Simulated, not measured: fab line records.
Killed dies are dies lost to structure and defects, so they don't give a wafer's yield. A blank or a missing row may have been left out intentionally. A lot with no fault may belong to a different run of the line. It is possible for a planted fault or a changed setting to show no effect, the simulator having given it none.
What tool caused it? ; flow sky130 ; 24 lots, 72 wafers sampled, at 6 steps of a route of 708

== WHAT THE GAUGES READ, wafer by wafer ==
SKY_VT_ADJUST_PCH_TW_MEAS_10. Usual: VT_ADJUST_PCH_TW typically reads 143.7, with standard deviation 0.96.
lot;measured;on;VT_ADJUST_PCH_TW;flag
L074;day 10 13:50;filmMetro-04;143.1 143.6 143.9;
L075;day 10 18:01;filmMetro-04;143.8 143.9 143.0;
L076;day 10 22:26;filmMetro-04;144.4 144.1 143.9;
L077;day 11 05:14;filmMetro-03;143.8 143.7 143.7;
L078;day 11 16:11;filmMetro-03;142.9 143.3 143.5;
L079;day 12 00:23;filmMetro-04;142.0 142.6 142.8;
L080;day 12 05:35;filmMetro-04;142.2 143.2 142.2;
L081;day 12 14:50;filmMetro-02;145.0 145.6 144.7;
L082;day 12 21:58;filmMetro-04;142.2 142.3 142.1;
L083;day 13 04:59;filmMetro-04;143.7 143.8 143.7;
L084;day 13 12:11;filmMetro-03;143.7 143.6 143.9;
L085;day 13 20:01;filmMetro-02;144.0 144.0 144.3;
L086;day 14 03:44;filmMetro-03;144.4 143.5 144.1;
L087;day 14 08:47;filmMetro-03;144.2 144.2 145.1;
L088;day 14 19:44;filmMetro-04;142.2 142.4 141.7;
L089;day 15 06:23;filmMetro-03;143.6 143.0 143.1;
L090;day 15 16:08;filmMetro-02;144.9 145.5 145.7;
L091;day 15 21:28;filmMetro-03;144.6 143.1 143.0;
L092;day 16 04:49;filmMetro-03;144.8 144.8 144.6;
L093;day 16 16:58;filmMetro-04;143.3 143.0 143.6;
L094;day 16 23:43;filmMetro-03;144.7 144.6 144.7;
L095;day 17 01:47;filmMetro-02;144.6 144.6 144.0;
L096;day 17 12:19;filmMetro-02;143.6 144.2 145.1;
L097;day 17 17:26;filmMetro-04;141.8 143.4 142.9;

SKY_LOCAL_INTERCONNECT_THK_MEAS_02: measures by xrf. Usual: LOCAL_INTERCONNECT_TIN_THK typically reads 100.8 nm, with standard deviation 1.1.
lot;measured;on;LOCAL_INTERCONNECT_TIN_THK (nm);flag
L074;day 29 06:17;filmMetro-01;101.7 102.4 102.7;
L075;day 29 16:11;filmMetro-03;99.4 98.7 98.5;
L076;day 29 18:37;filmMetro-01;101.9 101.1 101.5;
L077;day 30 03:20;filmMetro-03;99.8 99.3 99.6;
L078;day 30 14:26;filmMetro-03;101.4 101.3 101.2;
L079;day 30 18:38;filmMetro-01;99.6 99.1 98.7;
L080;day 31 03:41;filmMetro-04;101.2 100.6 101.7;
L081;day 31 16:18;filmMetro-01;100.7 100.4 101.7;
L082;day 31 23:08;filmMetro-04;99.8 100.8 101.4;
L083;day 32 09:46;filmMetro-01;102.1 101.3 102.0;
L084;day 32 16:16;filmMetro-01;102.0 102.5 101.8;
L085;day 33 01:55;filmMetro-01;101.7 100.9 102.1;
L086;day 33 05:59;filmMetro-01;100.8 100.7 101.8;
L087;day 33 13:56;filmMetro-03;100.8 100.0 100.3;
L088;day 33 19:54;filmMetro-01;101.3 101.7 101.8;
L089;day 34 05:39;filmMetro-04;100.4 101.3 99.7;
L090;day 34 17:41;filmMetro-04;100.8 100.1 99.8;
L091;day 34 21:24;filmMetro-01;101.3 100.7 100.9;
L092;day 35 03:30;filmMetro-01;100.8 100.8 100.7;
L093;day 35 15:12;filmMetro-04;99.9 100.2 98.9;
L094;day 35 20:44;filmMetro-04;99.1 98.9 98.3;
L095;day 36 09:03;filmMetro-04;99.9 102.3 101.0;
L096;day 36 13:33;filmMetro-04;100.7 100.8 100.9;
L097;day 36 17:53;filmMetro-03;101.6 101.0 101.2;

SKY_CONTACT_THK_MEAS_01. Usual: CONTACT_CVD_00_THK typically reads 75.2 nm, with standard deviation 0.86.
lot;measured;on;CONTACT_CVD_00_THK (nm);flag
L074;day 30 11:35;filmMetro-02;74.3 75.2 75.5;
L075;day 30 21:51;filmMetro-01;74.5 75.9 75.7;
L076;day 30 23:04;filmMetro-02;74.0 75.0 74.6;
L077;day 31 07:41;filmMetro-02;75.1 75.2 76.7;
L078;day 31 19:05;filmMetro-01;74.9 76.5 75.7;
L079;day 31 23:09;filmMetro-03;74.0 74.8 75.6;
L080;day 32 08:11;filmMetro-01;73.5 75.0 75.0;
L081;day 32 20:09;filmMetro-03;73.8 75.8 75.6;
L082;day 33 03:02;filmMetro-02;75.6 74.7 75.5;
L083;day 33 13:29;filmMetro-02;73.8 75.4 75.1;
L084;day 33 18:21;filmMetro-01;74.8 75.8 75.6;
L085;day 34 05:53;filmMetro-01;76.1 76.7 77.0;
L086;day 34 09:14;filmMetro-03;75.1 75.0 74.5;
L087;day 34 16:56;filmMetro-01;74.1 75.7 75.2;
L088;day 34 23:24;filmMetro-01;74.9 76.2 76.6;
L089;day 35 09:28;filmMetro-02;73.9 75.9 75.6;
L090;day 35 21:05;filmMetro-01;74.6 73.5 75.6;
L091;day 35 23:41;filmMetro-01;75.7 75.2 76.4;
L092;day 36 06:45;filmMetro-02;74.2 73.5 74.5;
L093;day 36 17:47;filmMetro-02;74.7 75.0 74.8;
L094;day 36 23:17;filmMetro-02;75.4 75.4 76.4;
L095;day 37 11:49;filmMetro-03;74.8 75.6 76.2;
L096;day 37 16:41;filmMetro-01;74.3 75.0 75.8;
L097;day 37 20:54;filmMetro-02;73.3 75.6 75.9;

SKY_METAL1_RS_MEAS_05: measurement is done with a four-point probe. Usual: METAL1_ALCU_RS typically reads 0.1268 ohm/sq, with standard deviation 0.0011.
lot;measured;on;METAL1_ALCU_RS (ohm/sq);flag
L074;day 31 17:13;filmMetro-02;0.1264 0.1265 0.1265;
L075;day 32 03:58;filmMetro-04;0.1272 0.1266 0.1259;
L076;day 32 04:40;filmMetro-01;0.1260 0.1254 0.1265;
L077;day 32 13:08;filmMetro-02;0.1271 0.1255 0.1256;
L078;day 33 00:51;filmMetro-01;0.1273 0.1284 0.1281;
L079;day 33 04:52;filmMetro-01;0.1244 0.1245 0.1240;
L080;day 33 14:11;filmMetro-04;0.1269 0.1265 0.1265;
L081;day 34 00:51;filmMetro-01;0.1273 0.1261 0.1263;
L082;day 34 07:35;filmMetro-01;0.1269 0.1262 0.1271;
L083;day 34 17:58;filmMetro-02;0.1274 0.1289 0.1270;
L084;day 34 22:59;filmMetro-04;0.1271 0.1273 0.1266;
L085;day 35 11:01;filmMetro-01;0.1279 0.1279 0.1284;
L086;day 35 13:56;filmMetro-02;0.1273 0.1277 0.1275;
L087;day 35 21:16;filmMetro-04;0.1265 0.1278 0.1266;
L088;day 36 03:52;filmMetro-01;0.1251 0.1252 0.1254;
L089;day 36 14:34;filmMetro-04;0.1275 0.1297 0.1302;
L090;day 37 00:47;filmMetro-04;0.1273 0.1272 0.1278;
L091;day 37 04:15;filmMetro-01;0.1265 0.1251 0.1265;
L092;day 37 11:07;filmMetro-02;0.1277 0.1276 0.1287;
L093;day 37 22:03;filmMetro-02;0.1277 0.1281 0.1279;
L094;day 38 02:55;filmMetro-04;0.1260 0.1272 0.1265;
L095;day 38 16:24;filmMetro-04;0.1265 0.1260 0.1250;
L096;day 38 20:25;filmMetro-01;0.1260 0.1266 0.1264;
L097;day 39 00:55;filmMetro-01;0.1273 0.1274 0.1268;

== EACH LOT AND THE TOOL THAT RAN IT (in order: tool; ch and the chambers of the sampled wafers; start) ==
lot;SKY_NWELL_RTA_28;SKY_LI_CONTACT_CMP_02
L074;rtpAnneal-01 ch 0, day 5 11:41;cmp-02 ch 0,1,2, day 28 00:19
L075;rtpAnneal-02 ch 0, day 5 15:53;cmp-02 ch 0,1,2, day 28 09:40
L076;rtpAnneal-01 ch 0, day 5 18:29;cmp-02 ch 1,2,3, day 28 12:10
L077;rtpAnneal-01 ch 0, day 6 00:31;cmp-02 ch 2,3, day 28 21:34
L078;rtpAnneal-02 ch 0, day 6 09:44;cmp-01 ch 1,2,3, day 29 08:25
L079;rtpAnneal-02 ch 0, day 6 13:52;cmp-02 ch 1,2, day 29 12:52
L080;rtpAnneal-02 ch 0, day 6 19:05;cmp-02 ch 1,3, day 29 22:40
L081;rtpAnneal-01 ch 0, day 7 01:40;cmp-02 ch 0,1,2, day 30 10:55
L082;rtpAnneal-02 ch 0, day 7 07:56;cmp-02 ch 0,2,3, day 30 17:56
L083;rtpAnneal-01 ch 0, day 7 14:26;cmp-02 ch 1,2,3, day 31 03:40
L084;rtpAnneal-02 ch 0, day 7 18:01;cmp-02 ch 0,3, day 31 11:19
L085;rtpAnneal-01 ch 0, day 8 02:00;cmp-02 ch 0,1,3, day 31 20:13
L086;rtpAnneal-02 ch 0, day 8 06:53;cmp-02 ch 0,1,2, day 32 00:31
L087;rtpAnneal-02 ch 0, day 8 12:53;cmp-01 ch 0,1,3, day 32 08:58
L088;rtpAnneal-01 ch 0, day 8 19:19;cmp-01 ch 0,1,2, day 32 16:31
L089;rtpAnneal-01 ch 0, day 9 04:02;cmp-01 ch 0,2, day 33 01:10
L090;rtpAnneal-01 ch 0, day 9 11:55;cmp-02 ch 0,1,2, day 33 13:28
L091;rtpAnneal-02 ch 0, day 9 16:35;cmp-01 ch 2,3, day 33 16:58
L092;rtpAnneal-02 ch 0, day 9 22:32;cmp-02 ch 1,2,3, day 33 22:37
L093;rtpAnneal-01 ch 0, day 10 06:22;cmp-02 ch 0,2,3, day 34 10:14
L094;rtpAnneal-02 ch 0, day 10 12:50;cmp-01 ch 1,2, day 34 16:40
L095;rtpAnneal-01 ch 0, day 10 14:25;cmp-02 ch 0,2,3, day 35 05:01
L096;rtpAnneal-02 ch 0, day 10 22:14;cmp-02 ch 1,2, day 35 09:31
L097;rtpAnneal-01 ch 0, day 11 04:04;cmp-02 ch 0,1,2, day 35 14:16
- SKY_NWELL_RTA_28: time 30 s.
- SKY_LI_CONTACT_CMP_02: polishes PSG.

== WHAT THE TOOLS THEMSELVES READ (means of the sampled wafers that have a number; where no wafer has one, the mark that the record gives instead) ==
SKY_NWELL_RTA_28. Usual: lampPowerPct 25.31 %, standard deviation 0.056; wafer_temp_C_max 1054.9, standard deviation 0.97.
lot;tool;lampPowerPct (%);wafer_temp_C_max;flag
L074;rtpAnneal-01;25.28;1055.4;
L075;rtpAnneal-02;25.35;1053.6;
L076;rtpAnneal-01;25.26;1054.3;
L077;rtpAnneal-01;25.36;1055.7;
L078;rtpAnneal-02;25.31;1054.9;
L079;rtpAnneal-02;25.34;1054.4;
L080;rtpAnneal-02;25.30;1054.7;
L081;rtpAnneal-01;25.32;1054.5;
L082;rtpAnneal-02;25.29;1054.0;
L083;rtpAnneal-01;25.30;1054.8;
L084;rtpAnneal-02;25.33;1055.0;
L085;rtpAnneal-01;25.36;1055.6;
L086;rtpAnneal-02;25.36;1055.4;
L087;rtpAnneal-02;25.31;1054.8;
L088;rtpAnneal-01;25.30;1055.2;
L089;rtpAnneal-01;25.28;1055.2;
L090;rtpAnneal-01;25.30;1054.9;
L091;rtpAnneal-02;25.34;1054.6;
L092;rtpAnneal-02;25.32;1054.9;
L093;rtpAnneal-01;25.28;1054.5;
L094;rtpAnneal-02;25.31;1055.0;
L095;rtpAnneal-01;25.31;1055.0;
L096;rtpAnneal-02;25.33;1055.2;
L097;rtpAnneal-01;25.32;1054.8;

SKY_LI_CONTACT_CMP_02. Usual: edgeZonePressureFrac 0.999, standard deviation 0.0055; motorCurrentA 12.9 A, standard deviation 1.2; platenRpm 60.00 rpm, standard deviation 0.04; timeToEndpointS 32.7 s, standard deviation 2.2.
lot;tool;edgeZonePressureFrac;motorCurrentA (A);platenRpm (rpm);timeToEndpointS (s);flag
L074;cmp-02;0.998;13.2;59.98;31.9;
L075;cmp-02;1.004;13.6;60.01;31.9;
L076;cmp-02;0.996;13.2;59.99;30.5;
L077;cmp-02;1.002;13.5;60.05;33.6;
L078;cmp-01;1.000;11.4;60.03;32.9;
L079;cmp-02;1.006;13.1;60.05;30.6;
L080;cmp-02;1.004;12.4;59.97;29.9;
L081;cmp-02;1.000;13.3;59.99;31.1;
L082;cmp-02;1.002;13.4;60.04;30.0;
L083;cmp-02;0.997;12.7;60.01;34.6;
L084;cmp-02;1.001;13.4;60.01;32.5;
L085;cmp-02;0.998;12.4;60.01;32.5;
L086;cmp-02;0.998;13.5;60.00;33.2;
L087;cmp-01;1.000;12.4;60.00;33.5;
L088;cmp-01;1.001;12.4;60.00;35.6;
L089;cmp-01;0.998;12.9;59.99;35.9;
L090;cmp-02;0.999;13.7;59.97;30.6;
L091;cmp-01;1.003;11.0;60.01;35.6;
L092;cmp-02;1.000;12.9;60.01;31.5;
L093;cmp-02;1.001;13.1;60.03;32.8;
L094;cmp-01;0.992;11.5;60.05;32.8;
L095;cmp-02;1.002;13.4;59.98;32.1;
L096;cmp-02;0.998;13.9;60.00;32.8;
L097;cmp-02;1.004;13.3;60.02;33.9;

== THE ANSWER, worked out from the rows above alone ==
Rule: take the mean of a lot's wafers that have a number; if it is more than 3 standard deviations from the usual mean, the lot is off. Also off: a lot with no number at a reading for which 4 or more lots have one. Where the step has rows for the other lots, those lots are counted as sound. Order of review: gauges by route order, followed by the tools' own readings, for which a lot's mean as printed above is used. The first step at which some lot is off is used, and at that step the reading that is off furthest; a lot without a number counts as furthest.
No lot is off at any reading shown: from this, nothing can be told.

== WHAT WAS PUT IN BY THE SIMULATOR ==
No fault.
